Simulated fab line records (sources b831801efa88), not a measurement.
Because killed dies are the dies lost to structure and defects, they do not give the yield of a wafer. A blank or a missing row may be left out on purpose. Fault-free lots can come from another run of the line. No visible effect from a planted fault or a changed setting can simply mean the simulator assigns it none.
The tool behind it: which one? || flow sky130 || Sampling: 14 lots, 42 wafers, 3 of 708 route steps

## WHAT EACH GAUGE READ, for each wafer
SKY_METAL1_RS_MEAS_05: uses a four-point probe to measure. Usual: METAL1_ALCU_RS typically reads 0.1265 ohm/sq, with standard deviation 0.0018.
{"lot": "L645", "measured": "day 31 20:01", "on": "film metro-04", "METAL1_ALCU_RS (ohm/sq)": "0.1253 0.1243 0.1248", "flag": ""}
{"lot": "L647", "measured": "day 32 09:53", "on": "film metro-02", "METAL1_ALCU_RS (ohm/sq)": "0.1267 0.1261 0.1288", "flag": ""}
{"lot": "L648", "measured": "day 32 13:29", "on": "film metro-02", "METAL1_ALCU_RS (ohm/sq)": "0.1284 0.1304 0.1275", "flag": ""}
{"lot": "L650", "measured": "day 33 16:58", "on": "film metro-04", "METAL1_ALCU_RS (ohm/sq)": "0.1297 0.1287 0.1308", "flag": ""}
{"lot": "L651", "measured": "day 34 03:20", "on": "film metro-01", "METAL1_ALCU_RS (ohm/sq)": "0.1259 0.1227 0.1228", "flag": ""}
{"lot": "L652", "measured": "day 34 11:31", "on": "film metro-02", "METAL1_ALCU_RS (ohm/sq)": "0.1228 0.1235 0.1246", "flag": ""}
{"lot": "L654", "measured": "day 35 10:25", "on": "film metro-04", "METAL1_ALCU_RS (ohm/sq)": "0.1278 0.1291 0.1283", "flag": ""}
{"lot": "L656", "measured": "day 35 16:39", "on": "film metro-04", "METAL1_ALCU_RS (ohm/sq)": "0.1262 0.1261 0.1254", "flag": ""}
{"lot": "L657", "measured": "day 35 20:29", "on": "film metro-02", "METAL1_ALCU_RS (ohm/sq)": "0.1260 0.1238 0.1261", "flag": ""}
{"lot": "L658", "measured": "day 35 21:29", "on": "film metro-01", "METAL1_ALCU_RS (ohm/sq)": "0.1256 0.1255 0.1247", "flag": ""}
{"lot": "L663", "measured": "day 37 13:11", "on": "film metro-02", "METAL1_ALCU_RS (ohm/sq)": "0.1251 0.1264 0.1268", "flag": ""}
{"lot": "L665", "measured": "day 37 19:34", "on": "film metro-01", "METAL1_ALCU_RS (ohm/sq)": "0.1274 0.1262 0.1294", "flag": ""}
{"lot": "L667", "measured": "day 38 11:22", "on": "film metro-01", "METAL1_ALCU_RS (ohm/sq)": "0.1265 0.1271 0.1265", "flag": ""}
{"lot": "L668", "measured": "day 38 21:05", "on": "film metro-04", "METAL1_ALCU_RS (ohm/sq)": "0.1289 0.1284 0.1288", "flag": ""}

SKY_METAL1_OVL_MEAS_16. Usual: METAL1_OVL typically reads 2 nm, with standard deviation 4.7.
{"lot": "L645", "measured": "day 32 22:43", "on": "overlay-02", "METAL1_OVL (nm)": "-1 8 1", "flag": ""}
{"lot": "L647", "measured": "day 33 12:58", "on": "overlay-02", "METAL1_OVL (nm)": "0 1 1", "flag": ""}
{"lot": "L648", "measured": "day 33 16:31", "on": "overlay-02", "METAL1_OVL (nm)": "0 7 0", "flag": ""}
{"lot": "L650", "measured": "day 34 19:35", "on": "overlay-02", "METAL1_OVL (nm)": "6 10 9", "flag": ""}
{"lot": "L651", "measured": "day 35 06:04", "on": "overlay-01", "METAL1_OVL (nm)": "10 4 5", "flag": ""}
{"lot": "L652", "measured": "day 35 13:50", "on": "overlay-01", "METAL1_OVL (nm)": "3 1 0", "flag": ""}
{"lot": "L654", "measured": "day 36 13:02", "on": "overlay-02", "METAL1_OVL (nm)": "9 9 12", "flag": ""}
{"lot": "L656", "measured": "day 36 19:28", "on": "overlay-01", "METAL1_OVL (nm)": "7 6 0", "flag": ""}
{"lot": "L657", "measured": "day 36 23:31", "on": "overlay-02", "METAL1_OVL (nm)": "5 9 9", "flag": ""}
{"lot": "L658", "measured": "day 37 00:13", "on": "overlay-01", "METAL1_OVL (nm)": "-3 -11 -5", "flag": ""}
{"lot": "L663", "measured": "day 38 14:24", "on": "overlay-02", "METAL1_OVL (nm)": "2 1 0", "flag": ""}
{"lot": "L665", "measured": "day 38 20:58", "on": "overlay-01", "METAL1_OVL (nm)": "-1 -2 3", "flag": ""}
{"lot": "L667", "measured": "day 39 12:08", "on": "overlay-02", "METAL1_OVL (nm)": "6 5 5", "flag": ""}
{"lot": "L668", "measured": "day 39 21:38", "on": "overlay-01", "METAL1_OVL (nm)": "1 -3 -6", "flag": ""}

## WHICH TOOL RAN EACH LOT (tool, then ch and the chambers of the sampled wafers, then the start)
{"lot": "L645", "SKY_CONTACT_STRIP_19": "plasma asher-03 ch 0, day 31 18:36"}
{"lot": "L647", "SKY_CONTACT_STRIP_19": "plasma asher-01 ch 0,1, day 32 08:29"}
{"lot": "L648", "SKY_CONTACT_STRIP_19": "plasma asher-02 ch 0,1, day 32 12:05"}
{"lot": "L650", "SKY_CONTACT_STRIP_19": "plasma asher-02 ch 0,1, day 33 15:33"}
{"lot": "L651", "SKY_CONTACT_STRIP_19": "plasma asher-02 ch 1, day 34 01:30"}
{"lot": "L652", "SKY_CONTACT_STRIP_19": "plasma asher-03 ch 0, day 34 10:03"}
{"lot": "L654", "SKY_CONTACT_STRIP_19": "plasma asher-03 ch 0,1, day 35 09:00"}
{"lot": "L656", "SKY_CONTACT_STRIP_19": "plasma asher-03 ch 1, day 35 15:14"}
{"lot": "L657", "SKY_CONTACT_STRIP_19": "plasma asher-02 ch 0,1, day 35 19:05"}
{"lot": "L658", "SKY_CONTACT_STRIP_19": "plasma asher-01 ch 0,1, day 35 20:05"}
{"lot": "L663", "SKY_CONTACT_STRIP_19": "plasma asher-01 ch 0,1, day 37 11:44"}
{"lot": "L665", "SKY_CONTACT_STRIP_19": "plasma asher-01 ch 0,1, day 37 18:08"}
{"lot": "L667", "SKY_CONTACT_STRIP_19": "plasma asher-01 ch 0,1, day 38 09:57"}
{"lot": "L668", "SKY_CONTACT_STRIP_19": "plasma asher-01 ch 0,1, day 38 19:35"}
- SKY_CONTACT_STRIP_19: strips in O2/N2.

## AS READ BY THE TOOLS THEMSELVES (means over the sampled wafers that have a number; for cases with no such wafer, the mark the record gives instead)
SKY_CONTACT_STRIP_19. Usual: drypump motor current A 5.82 A, standard deviation 0.26; oes product au 0.382 a.u., standard deviation 0.0051; strip time to endpoint s 3.63 s, standard deviation 0.048.
{"lot": "L645", "tool": "plasma asher-03", "drypump motor current A (A)": 5.49, "oes product au (a.u.)": 0.385, "strip time to endpoint s (s)": 3.65, "flag": ""}
{"lot": "L647", "tool": "plasma asher-01", "drypump motor current A (A)": 5.83, "oes product au (a.u.)": 0.380, "strip time to endpoint s (s)": 3.60, "flag": ""}
{"lot": "L648", "tool": "plasma asher-02", "drypump motor current A (A)": 6.08, "oes product au (a.u.)": 0.382, "strip time to endpoint s (s)": 3.59, "flag": ""}
{"lot": "L650", "tool": "plasma asher-02", "drypump motor current A (A)": 5.90, "oes product au (a.u.)": 0.381, "strip time to endpoint s (s)": 3.67, "flag": ""}
{"lot": "L651", "tool": "plasma asher-02", "drypump motor current A (A)": 6.27, "oes product au (a.u.)": 0.382, "strip time to endpoint s (s)": 3.67, "flag": ""}
{"lot": "L652", "tool": "plasma asher-03", "drypump motor current A (A)": 5.51, "oes product au (a.u.)": 0.380, "strip time to endpoint s (s)": 3.59, "flag": ""}
{"lot": "L654", "tool": "plasma asher-03", "drypump motor current A (A)": 5.51, "oes product au (a.u.)": 0.379, "strip time to endpoint s (s)": 3.59, "flag": ""}
{"lot": "L656", "tool": "plasma asher-03", "drypump motor current A (A)": 5.55, "oes product au (a.u.)": 0.383, "strip time to endpoint s (s)": 3.67, "flag": ""}
{"lot": "L657", "tool": "plasma asher-02", "drypump motor current A (A)": 5.92, "oes product au (a.u.)": 0.386, "strip time to endpoint s (s)": 3.65, "flag": ""}
{"lot": "L658", "tool": "plasma asher-01", "drypump motor current A (A)": 5.76, "oes product au (a.u.)": 0.382, "strip time to endpoint s (s)": 3.59, "flag": ""}
{"lot": "L663", "tool": "plasma asher-01", "drypump motor current A (A)": 5.84, "oes product au (a.u.)": 0.378, "strip time to endpoint s (s)": 3.60, "flag": ""}
{"lot": "L665", "tool": "plasma asher-01", "drypump motor current A (A)": 5.84, "oes product au (a.u.)": 0.381, "strip time to endpoint s (s)": 3.65, "flag": ""}
{"lot": "L667", "tool": "plasma asher-01", "drypump motor current A (A)": 5.85, "oes product au (a.u.)": 0.384, "strip time to endpoint s (s)": 3.64, "flag": ""}
{"lot": "L668", "tool": "plasma asher-01", "drypump motor current A (A)": 5.85, "oes product au (a.u.)": 0.379, "strip time to endpoint s (s)": 3.60, "flag": ""}

## THE ANSWER, worked out from the rows above alone
Rule: lot off if the mean of its wafers having a number is beyond 3 standard deviations from the usual mean. Also off: a lot with no number at a reading for which 4 or more lots have one. The other lots that the step has rows for count as sound. After the gauges, taken in route order, come the tools' own readings; for these a lot's mean is taken, as printed above. The first step at which some lot is off is used, and at that step the reading that is off furthest; a lot without a number counts as furthest.
None of the lots is off at any reading shown; this tells nothing.

## WHAT THE SIMULATOR HAD PUT IN
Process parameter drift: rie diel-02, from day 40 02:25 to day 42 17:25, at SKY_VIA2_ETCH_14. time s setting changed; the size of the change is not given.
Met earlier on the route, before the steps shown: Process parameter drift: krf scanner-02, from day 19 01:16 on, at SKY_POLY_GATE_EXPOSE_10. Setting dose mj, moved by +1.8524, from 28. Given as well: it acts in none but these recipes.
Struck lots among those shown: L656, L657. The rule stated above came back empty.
